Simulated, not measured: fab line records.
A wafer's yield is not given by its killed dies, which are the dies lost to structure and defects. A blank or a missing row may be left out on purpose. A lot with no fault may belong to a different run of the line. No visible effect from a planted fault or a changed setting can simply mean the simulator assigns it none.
Chamber matching :: flow sky130 :: SKY_VIA2_ETCH_15 on rie-diel-01 has 4 sister chambers
The step etches SiO2 in C4F8/O2/Ar, stops on TiN, target depth 546 nm, time 84 s. 8 wafers are shown with their chamber, then 8 later ones without.

WAFERS WITH THEIR CHAMBER
wafer: L508.3
chamber: 3
bias-w (W): 1198
oes-product-au (a.u.): 0.942

wafer: L510.1
chamber: 3
bias-w (W): 1197
oes-product-au (a.u.): 0.932

wafer: L518.1
chamber: 2
bias-w (W): 1201
oes-product-au (a.u.): 0.940

wafer: L518.4
chamber: 0
bias-w (W): 1201
oes-product-au (a.u.): 0.940

wafer: L519.3
chamber: 2
bias-w (W): 1205
oes-product-au (a.u.): 0.940

wafer: L519.5
chamber: 0
bias-w (W): 1202
oes-product-au (a.u.): 0.945

wafer: L519.6
chamber: 1
bias-w (W): 1200
oes-product-au (a.u.): 0.950

wafer: L520.2
chamber: 1
bias-w (W): 1191
oes-product-au (a.u.): 0.946

WAFERS WITH NO CHAMBER GIVEN
wafer: L520.4
bias-w (W): 1200
oes-product-au (a.u.): 0.945

wafer: L520.5
bias-w (W): 1205
oes-product-au (a.u.): 0.943

wafer: L527.2
bias-w (W): 1201
oes-product-au (a.u.): 0.941

wafer: L527.5
bias-w (W): 1200
oes-product-au (a.u.): 0.940

wafer: L527.6
bias-w (W): 1206
oes-product-au (a.u.): 0.934

wafer: L528.1
bias-w (W): 1191
oes-product-au (a.u.): 0.941

wafer: L528.3
bias-w (W): 1196
oes-product-au (a.u.): 0.937

wafer: L528.5
bias-w (W): 1204
oes-product-au (a.u.): 0.946

THE CHAMBER EACH PASSED THROUGH
wafer: L520.4
from the rows above: can't be placed: 0 or 2 or 1 or 3
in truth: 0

wafer: L520.5
from the rows above: can't be placed: 2 or 0 or 3
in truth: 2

wafer: L527.2
from the rows above: can't be placed: 0 or 2 or 3 or 1
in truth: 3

wafer: L527.5
from the rows above: can't be placed: 0 or 2 or 3 or 1
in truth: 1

wafer: L527.6
from the rows above: can't be placed: 2 or 0 or 3
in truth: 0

wafer: L528.1
from the rows above: can't be placed: 3 or 1 or 0 or 2
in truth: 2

wafer: L528.3
from the rows above: can't be placed: 3 or 0 or 2
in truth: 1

wafer: L528.5
from the rows above: can't be placed: 0 or 2 or 1 or 3
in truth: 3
Correct placement for 0 of the 8. Can't be placed from these rows: 8 (the true chamber is among the candidates in 7). 0 placed wrongly.
How it was worked out, from the rows above alone: a wafer's distance from a chamber is the root of the sum, over the readings, of the square of ((its reading less the chamber's mean) divided by the reading's scatter). If the next closest chamber is less than 2 further off than the closest, the wafer can't be placed; otherwise it belongs to the closest. A chamber's mean is the mean of its shown wafers. The scatter is the square root of a quotient: the sum, over the shown wafers, of each reading's squared deviation from its chamber's mean, divided by wafers minus chambers.
